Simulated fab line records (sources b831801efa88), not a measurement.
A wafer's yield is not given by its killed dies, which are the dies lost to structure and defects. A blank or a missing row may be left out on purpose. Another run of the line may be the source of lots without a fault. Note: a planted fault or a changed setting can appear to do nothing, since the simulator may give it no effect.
Which tool was responsible? | flow sfqLine | at 1 step of a route of 325, 14 lots with 42 wafers sampled

## WHAT THE GAUGES READ, wafer by wafer
The record holds no reading of a measuring or inspecting step that can be judged against a usual standard deviation.

## TOOL THAT RAN EACH LOT (tool first, then ch and the chambers of the sampled wafers, then the start)
lot  | SFQ_TRILAYER_M7_ETCH_METAL_ETCH_180
L822 | rieMetal-02 ch 0, day 78 20:21
L823 | rieMetal-03 ch 0,1, day 83 06:16
L829 | rieMetal-04 ch 0,1, day 83 22:10
L830 | rieMetal-02 ch 0,1, day 83 23:22
L831 | rieMetal-02 ch 0,1, day 84 01:46
L834 | rieMetal-04 ch 0,1, day 84 17:13
L835 | rieMetal-04 ch 0,1, day 84 21:58
L836 | rieMetal-03 ch 0,1, day 84 23:13
L837 | rieMetal-03 ch 0,1, day 87 09:57
L838 | rieMetal-04 ch 0, day 87 11:07
L840 | rieMetal-03 ch 1, day 88 18:19
L842 | rieMetal-03 ch 0,1, day 91 18:28
L843 | rieMetal-03 ch 0,1, day 91 20:50
L844 | rieMetal-02 ch 0, day 91 23:14
- SFQ_TRILAYER_M7_ETCH_METAL_ETCH_180: etches Nb in Cl2/Ar, stops on SiO2, target depth 240 nm, time 120 s.

## AS READ BY THE TOOLS THEMSELVES (means over the sampled wafers that have a number; for cases with no such wafer, the mark the record gives instead)
SFQ_TRILAYER_M7_ETCH_METAL_ETCH_180. Usual: biasW 80.01 W, standard deviation 0.24; chamberPressureMTorr 10.000 mTorr, standard deviation 0.0083; drypumpMotorCurrentA 5.48 A, standard deviation 0.28; heBacksideLeakSccm 3.5 sccm, standard deviation 0.39; oesProductAu 0.894 a.u., standard deviation 0.0062.
lot  | tool        | biasW (W) | chamberPressureMTorr (mTorr) | drypumpMotorCurrentA (A) | heBacksideLeakSccm (sccm) | oesProductAu (a.u.) | flag
L822 | rieMetal-02 | 79.54     | 10.002                       | 6.00                     | 3.0                       | 0.896               | 
L823 | rieMetal-03 | 80.10     | 9.996                        | 5.41                     | 3.3                       | 0.897               | 
L829 | rieMetal-04 | 80.09     | 10.008                       | 5.21                     | 3.6                       | 0.901               | 
L830 | rieMetal-02 | -         | -                            | -                        | -                         | -                   | OFF
L831 | rieMetal-02 | -         | -                            | -                        | -                         | -                   | OFF
L834 | rieMetal-04 | 80.07     | 9.997                        | 5.28                     | 3.7                       | 0.892               | 
L835 | rieMetal-04 | 79.96     | 9.992                        | 5.22                     | 3.7                       | 0.896               | 
L836 | rieMetal-03 | 80.10     | 10.003                       | 5.49                     | 3.5                       | 0.893               | 
L837 | rieMetal-03 | 79.91     | 9.993                        | 5.39                     | 3.3                       | 0.896               | 
L838 | rieMetal-04 | 79.96     | 10.009                       | 5.17                     | 3.6                       | 0.899               | 
L840 | rieMetal-03 | 79.70     | 9.995                        | 5.31                     | 3.3                       | 0.886               | 
L842 | rieMetal-03 | 79.99     | 10.002                       | 5.51                     | 3.6                       | 0.896               | 
L843 | rieMetal-03 | 80.12     | 9.990                        | 5.44                     | 3.5                       | 0.897               | 
L844 | rieMetal-02 | 79.92     | 10.003                       | 5.96                     | 3.1                       | 0.896               | 

## THE ANSWER, worked out from the rows above alone
Rule: a lot counts as off when the mean over its wafers that have a number is more than 3 standard deviations away from the usual mean. A lot without any number at a reading at which 4 lots or more have one is off too. Any other lot the step has rows for is counted as sound. First the gauges in route order, then the tools' own readings, where a lot's mean is used as printed above. The first step at which some lot is off is used, and at that step the reading that is off furthest; a lot without a number counts as furthest.
Off at SFQ_TRILAYER_M7_ETCH_METAL_ETCH_180 (biasW): L830, L831. Without a number there: L830, L831.
If a tool, at that step or one of the process steps before it, ran each lot that is off and ran no sound lot following the first of them, it fits. No candidate that was tried fits.

## WHAT WAS PUT IN BY THE SIMULATOR
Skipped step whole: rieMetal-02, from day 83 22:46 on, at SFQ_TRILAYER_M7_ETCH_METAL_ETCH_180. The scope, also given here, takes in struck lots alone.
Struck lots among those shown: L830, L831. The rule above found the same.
